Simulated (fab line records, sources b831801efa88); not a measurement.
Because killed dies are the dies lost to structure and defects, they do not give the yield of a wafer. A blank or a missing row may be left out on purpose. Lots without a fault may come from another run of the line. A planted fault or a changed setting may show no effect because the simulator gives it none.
Which tool is to blame? / flow gf180mcu / Sampling: 13 lots, 39 wafers, 4 of 602 route steps

## WHAT THE GAUGES READ, wafer by wafer
GF_SAB_THK_MEAS_01. Usual: SAB_CVD_00_THK gives 50.0 nm (standard deviation 0.58).
lot=L645; measured=day 14 04:20; on=film metro-02; SAB_CVD_00_THK (nm)=50.1 49.8 50.6; flag=
lot=L647; measured=day 14 19:20; on=film metro-02; SAB_CVD_00_THK (nm)=49.6 50.3 50.8; flag=
lot=L648; measured=day 15 06:55; on=film metro-02; SAB_CVD_00_THK (nm)=49.6 49.7 50.0; flag=
lot=L651; measured=day 16 12:13; on=film metro-01; SAB_CVD_00_THK (nm)=48.9 49.4 49.5; flag=
lot=L652; measured=day 16 16:26; on=film metro-01; SAB_CVD_00_THK (nm)=49.3 49.8 49.9; flag=
lot=L654; measured=day 17 08:36; on=film metro-02; SAB_CVD_00_THK (nm)=50.2 50.7 51.0; flag=
lot=L655; measured=day 17 18:20; on=film metro-03; SAB_CVD_00_THK (nm)=50.0 50.7 50.3; flag=
lot=L660; measured=day 19 22:34; on=film metro-03; SAB_CVD_00_THK (nm)=50.1 50.3 51.1; flag=
lot=L661; measured=day 20 02:41; on=film metro-02; SAB_CVD_00_THK (nm)=49.4 49.8 50.7; flag=
lot=L663; measured=day 20 21:26; on=film metro-03; SAB_CVD_00_THK (nm)=49.8 50.0 50.8; flag=
lot=L666; measured=day 21 14:55; on=film metro-03; SAB_CVD_00_THK (nm)=49.5 50.0 50.8; flag=
lot=L667; measured=day 21 18:19; on=film metro-01; SAB_CVD_00_THK (nm)=50.3 50.1 49.8; flag=
lot=L668; measured=day 22 05:16; on=film metro-03; SAB_CVD_00_THK (nm)=49.6 49.8 51.1; flag=

GF_V1_RS_MEAS_24: the measuring method here is four-point-probe. Usual: V1_W_RS gives 0.326 ohm/sq (standard deviation 0.0059).
lot=L645; measured=day 18 02:43; on=film metro-02; V1_W_RS (ohm/sq)=0.326 0.326 0.332; flag=
lot=L647; measured=day 18 18:28; on=film metro-01; V1_W_RS (ohm/sq)=0.313 0.324 0.314; flag=
lot=L648; measured=day 19 07:26; on=film metro-02; V1_W_RS (ohm/sq)=0.330 0.332 0.331; flag=
lot=L651; measured=day 20 15:41; on=film metro-02; V1_W_RS (ohm/sq)=0.332 0.330 0.329; flag=
lot=L652; measured=day 20 18:50; on=film metro-02; V1_W_RS (ohm/sq)=0.323 0.321 0.323; flag=
lot=L654; measured=day 21 12:36; on=film metro-03; V1_W_RS (ohm/sq)=0.325 0.325 0.325; flag=
lot=L655; measured=day 22 01:10; on=film metro-01; V1_W_RS (ohm/sq)=0.328 0.323 0.332; flag=
lot=L660; measured=day 24 00:47; on=film metro-03; V1_W_RS (ohm/sq)=0.326 0.317 0.331; flag=
lot=L661; measured=day 24 05:50; on=film metro-03; V1_W_RS (ohm/sq)=0.334 0.318 0.334; flag=
lot=L663; measured=day 24 23:42; on=film metro-02; V1_W_RS (ohm/sq)=0.333 0.329 0.329; flag=
lot=L666; measured=day 25 16:01; on=film metro-02; V1_W_RS (ohm/sq)=0.331 0.315 0.330; flag=
lot=L667; measured=day 25 17:52; on=film metro-03; V1_W_RS (ohm/sq)=0.331 0.316 0.330; flag=
lot=L668; measured=day 26 03:56; on=film metro-02; V1_W_RS (ohm/sq)=0.331 0.318 0.331; flag=

## EACH LOT AND THE TOOL THAT RAN IT (in order: tool; ch and the chambers of the sampled wafers; start)
lot=L645; GF_CONTACT_SPUTTER_22=pvd sputter-01, day 16 01:31; GF_M1_EXPOSE_11=krf scanner-01 ch 0, day 16 13:59
lot=L647; GF_CONTACT_SPUTTER_22=pvd sputter-03, day 16 17:29; GF_M1_EXPOSE_11=krf scanner-01 ch 0, day 17 05:04
lot=L648; GF_CONTACT_SPUTTER_22=pvd sputter-03, day 17 05:05; GF_M1_EXPOSE_11=krf scanner-02 ch 0, day 17 17:59
lot=L651; GF_CONTACT_SPUTTER_22=pvd sputter-01, day 18 11:35; GF_M1_EXPOSE_11=krf scanner-01 ch 0, day 19 00:58
lot=L652; GF_CONTACT_SPUTTER_22=pvd sputter-03, day 18 15:58; GF_M1_EXPOSE_11=krf scanner-01 ch 0, day 19 04:37
lot=L654; GF_CONTACT_SPUTTER_22=pvd sputter-04, day 19 09:55; GF_M1_EXPOSE_11=krf scanner-01 ch 0, day 19 22:49
lot=L655; GF_CONTACT_SPUTTER_22=pvd sputter-04, day 19 21:03; GF_M1_EXPOSE_11=krf scanner-02 ch 0, day 20 10:16
lot=L660; GF_CONTACT_SPUTTER_22=pvd sputter-03, day 21 23:59; GF_M1_EXPOSE_11=krf scanner-01 ch 0, day 22 12:43
lot=L661; GF_CONTACT_SPUTTER_22=pvd sputter-03, day 22 04:42; GF_M1_EXPOSE_11=krf scanner-01 ch 0, day 22 17:36
lot=L663; GF_CONTACT_SPUTTER_22=pvd sputter-03, day 22 23:19; GF_M1_EXPOSE_11=krf scanner-02 ch 0, day 23 11:31
lot=L666; GF_CONTACT_SPUTTER_22=pvd sputter-04, day 23 15:43; GF_M1_EXPOSE_11=krf scanner-02 ch 0, day 24 04:10
lot=L667; GF_CONTACT_SPUTTER_22=pvd sputter-03, day 23 18:10; GF_M1_EXPOSE_11=krf scanner-02 ch 0, day 24 06:25
lot=L668; GF_CONTACT_SPUTTER_22=pvd sputter-04, day 24 04:43; GF_M1_EXPOSE_11=krf scanner-02 ch 0, day 24 17:37
- GF_CONTACT_SPUTTER_22: material Ti, target thk 15 nm, time 80.02 s.
- GF_M1_EXPOSE_11: exposes mask Metal1, target cd 230 nm.

## AS READ BY THE TOOLS THEMSELVES (means over the sampled wafers that have a number; for cases with no such wafer, the mark the record gives instead)
GF_CONTACT_SPUTTER_22. Usual: throttle valve pct 30.4 %, standard deviation 0.72.
lot=L645; tool=pvd sputter-01; throttle valve pct (%)=31.6; flag=
lot=L647; tool=pvd sputter-03; throttle valve pct (%)=30.7; flag=
lot=L648; tool=pvd sputter-03; throttle valve pct (%)=30.5; flag=
lot=L651; tool=pvd sputter-01; throttle valve pct (%)=30.9; flag=
lot=L652; tool=pvd sputter-03; throttle valve pct (%)=30.7; flag=
lot=L654; tool=pvd sputter-04; throttle valve pct (%)=29.8; flag=
lot=L655; tool=pvd sputter-04; throttle valve pct (%)=30.0; flag=
lot=L660; tool=pvd sputter-03; throttle valve pct (%)=30.8; flag=
lot=L661; tool=pvd sputter-03; throttle valve pct (%)=30.6; flag=
lot=L663; tool=pvd sputter-03; throttle valve pct (%)=30.7; flag=
lot=L666; tool=pvd sputter-04; throttle valve pct (%)=29.4; flag=
lot=L667; tool=pvd sputter-03; throttle valve pct (%)=30.5; flag=
lot=L668; tool=pvd sputter-04; throttle valve pct (%)=29.5; flag=

GF_M1_EXPOSE_11. Usual: exposure dose mJ cm2 28.18, standard deviation 0.17.
lot=L645; tool=krf scanner-01; exposure dose mJ cm2=28.30; flag=
lot=L647; tool=krf scanner-01; exposure dose mJ cm2=28.29; flag=
lot=L648; tool=krf scanner-02; exposure dose mJ cm2=27.93; flag=
lot=L651; tool=krf scanner-01; exposure dose mJ cm2=28.29; flag=
lot=L652; tool=krf scanner-01; exposure dose mJ cm2=28.33; flag=
lot=L654; tool=krf scanner-01; exposure dose mJ cm2=28.33; flag=
lot=L655; tool=krf scanner-02; exposure dose mJ cm2=27.97; flag=
lot=L660; tool=krf scanner-01; exposure dose mJ cm2=28.72; flag=OFF
lot=L661; tool=krf scanner-01; exposure dose mJ cm2=28.73; flag=OFF
lot=L663; tool=krf scanner-02; exposure dose mJ cm2=28.00; flag=
lot=L666; tool=krf scanner-02; exposure dose mJ cm2=27.98; flag=
lot=L667; tool=krf scanner-02; exposure dose mJ cm2=27.97; flag=
lot=L668; tool=krf scanner-02; exposure dose mJ cm2=27.95; flag=

## THE ANSWER, worked out from the rows above alone
Rule: lot off if the mean of its wafers having a number is beyond 3 standard deviations from the usual mean. Also off: a lot with no number at a reading for which 4 or more lots have one. Where the step has rows for the other lots, those lots are counted as sound. The gauges are gone through in route order, then the tools' own readings, and for those a lot's mean is taken as printed above. The first step at which some lot is off is used, and at that step the reading that is off furthest; a lot without a number counts as furthest.
Off: L660, L661 (GF_M1_EXPOSE_11, exposure dose mJ cm2).
A tool fits if, at that step or a process step before it, it ran every lot that is off, and no sound lot after the first of them. One fits: GF_M1_EXPOSE_11 on krf scanner-01. Its last sound lot is L654 (day 19 22:49), its first lot that is off L660 (day 22 12:43): a fault that began between those two fits.

## WHAT THE SIMULATOR HAD PUT IN
Drift in process parameters on krf scanner-01 at GF_M1_EXPOSE_11, starting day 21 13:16. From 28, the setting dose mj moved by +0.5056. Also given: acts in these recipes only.
Struck lots among those shown: L660, L661. The rule given above showed the same thing.
